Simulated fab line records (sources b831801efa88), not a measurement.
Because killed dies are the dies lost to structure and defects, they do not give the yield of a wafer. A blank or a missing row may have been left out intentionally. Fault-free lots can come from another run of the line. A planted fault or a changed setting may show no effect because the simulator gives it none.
2 desks, one fault || flow gf180mcu || what lay behind the numbers comes last; until then each desk has only its own

AT THE METROLOGY DESK
What the gauges read, lot by lot, whatever tool the lot ran on: means of the sampled wafers that have a number. Marked OUT: a lot whose mean sits more than 4 standard deviations from the usual mean, which makes it out of limits; the brackets give that distance.
Columns: A = LVPWELL_RS at GF_VT_IMPLANT_RS_MEAS_48, usual 1198.2 ohm/sq; B = cd nm at GF_V1_CD_MEAS_14, usual 259.8 nm
{"lot": "L566", "first seen here": "day 7 10:28", "A": 1195.3, "B": 259.5}
{"lot": "L569", "first seen here": "day 8 09:34", "A": 1201.1, "B": 259.0}
{"lot": "L571", "first seen here": "day 9 01:59", "A": 1199.0, "B": 258.6}
{"lot": "L570", "first seen here": "day 9 03:04", "A": 1196.3, "B": 260.2}
{"lot": "L572", "first seen here": "day 9 08:29", "A": 1197.6, "B": 259.1}
{"lot": "L573", "first seen here": "day 9 13:50", "A": 1199.9, "B": 260.0}
{"lot": "L574", "first seen here": "day 10 01:02", "A": 1198.7, "B": 259.8}
{"lot": "L575", "first seen here": "day 10 04:22", "A": 1199.3, "B": 261.1}
{"lot": "L576", "first seen here": "day 10 08:52", "A": 1200.8, "B": 260.0}
{"lot": "L579", "first seen here": "day 11 03:28", "A": 1198.3, "B": 261.2}
{"lot": "L584", "first seen here": "day 12 11:50", "A": "1213.7 (+5.8) OUT", "B": 258.8}
{"lot": "L587", "first seen here": "day 13 05:29", "A": "1210.2 (+4.4) OUT", "B": 258.4}
{"lot": "L589", "first seen here": "day 13 17:53", "A": 1194.8, "B": 259.4}
Finding of this desk: L584, L587 out of limits, first seen on L584 at day 12 11:50 (LVPWELL_RS at GF_VT_IMPLANT_RS_MEAS_48). L566, L569, L571, L570, L572, L573, L574, L575, L576, L579, L589: within limits.

FOR THE TOOL OWNER'S DESK: implanter-03
For each lot that ran on this tool, the mean over its sampled wafers that have a number, from the tool's own readings at GF_LVPWELL_IMPLANT_09. Marked OUT: a lot whose mean sits more than 4 standard deviations from the usual mean, which makes it out of limits; the brackets give that distance.
Columns: A = dose ions cm2 at GF_LVPWELL_IMPLANT_09, usual 5.002e+12; B = faraday current uA at GF_LVPWELL_IMPLANT_09, usual 28.2
{"lot": "L566", "first seen here": "day 3 19:33", "A": 5.000e+12, "B": 28.5}
{"lot": "L569", "first seen here": "day 4 14:55", "A": 5.000e+12, "B": 28.2}
{"lot": "L571", "first seen here": "day 5 04:50", "A": 4.995e+12, "B": 28.1}
{"lot": "L570", "first seen here": "day 5 06:17", "A": 5.003e+12, "B": 28.4}
{"lot": "L572", "first seen here": "day 5 08:20", "A": 5.001e+12, "B": 28.0}
{"lot": "L579", "first seen here": "day 6 20:51", "A": 5.005e+12, "B": 28.1}
{"lot": "L584", "first seen here": "day 8 01:29", "A": "4.695e+12 (-54) OUT", "B": 26.3}
{"lot": "L587", "first seen here": "day 8 17:17", "A": "4.705e+12 (-52) OUT", "B": 27.1}
This desk's verdict: out of limits on L584, L587, starting with L584 at day 8 01:29 (dose ions cm2 at GF_LVPWELL_IMPLANT_09). L566, L569, L571, L570, L572, L579: within limits.

TAKEN TOGETHER
At day 8 01:29, on L584, L587, the tool owner's desk was in a position to raise an alarm.
Metrology desk: alarm possible at day 12 11:50 on L584, L587.
On implanter-03, each named lot ran GF_LVPWELL_IMPLANT_09.

WHAT THE SIMULATOR PUT IN
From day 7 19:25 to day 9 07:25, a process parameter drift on implanter-03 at GF_LVPWELL_IMPLANT_09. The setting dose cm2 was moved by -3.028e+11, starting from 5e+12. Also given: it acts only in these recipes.
Shown lots that were struck: L584, L587.
Hours from the fault's start to each desk's first reading out of limits: the tool owner's desk, 6; the metrology desk, 112.
